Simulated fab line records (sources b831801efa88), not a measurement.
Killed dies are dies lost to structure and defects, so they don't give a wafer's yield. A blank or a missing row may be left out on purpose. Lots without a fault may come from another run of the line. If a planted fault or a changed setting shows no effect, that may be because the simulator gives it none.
2 desks looking at one fault / flow gf180mcu / only its own numbers are on each desk; what lay behind them is given at the end

== FROM THE METROLOGY DESK ==
Lot by lot, what the gauges showed, no matter which tool ran the lot: averages of those sampled wafers that carry a number. Marked OUT: a lot whose mean sits more than 4 standard deviations from the usual mean, which makes it out of limits; the brackets give that distance.
Columns: A = cd-nm at GF_V1_CD_MEAS_14, usual 259.5 nm; B = V1_OVL at GF_V1_OVL_MEAS_15, usual -2 nm
lot=L876; first seen here=day 20 06:58; A=260.3; B=-8
lot=L878; first seen here=day 20 18:31; A=261.5; B=-8
lot=L880; first seen here=day 21 17:50; A=257.8; B=-1
lot=L884; first seen here=day 23 02:25; A=259.1; B=5
lot=L886; first seen here=day 23 14:22; A=260.1; B=-8
lot=L894; first seen here=day 26 04:19; A=258.4; B=-3
Finding of this desk: none of the 6 lots has anything out of limits.

== DESK OF THE TOOL OWNER: pvd-sputter-02 ==
The tool's own readings at GF_V1_SPUTTER_21 (material Ti, target thk 15 nm, time 80.02 s): means of the sampled wafers that have a number, for each lot that ran on this tool. Marked OUT: a lot whose mean sits more than 4 standard deviations from the usual mean, which makes it out of limits; the brackets give that distance.
Columns: A = throttle-valve-pct at GF_V1_SPUTTER_21, usual 29.8 %
lot=L876; first seen here=day 20 07:47; A=29.7
lot=L878; first seen here=day 20 20:22; A=29.7
lot=L884; first seen here=day 23 03:15; A=29.6
lot=L886; first seen here=day 23 15:18; A=29.8
lot=L894; first seen here=day 26 05:05; A=30.4
Finding of this desk: none of the 5 lots has anything out of limits.

== ALL TOGETHER ==
From the metrology desk's view, nothing was out of limits.
The tool owner's desk saw nothing out of limits.

== WHAT THE SIMULATOR HAD INSERTED ==
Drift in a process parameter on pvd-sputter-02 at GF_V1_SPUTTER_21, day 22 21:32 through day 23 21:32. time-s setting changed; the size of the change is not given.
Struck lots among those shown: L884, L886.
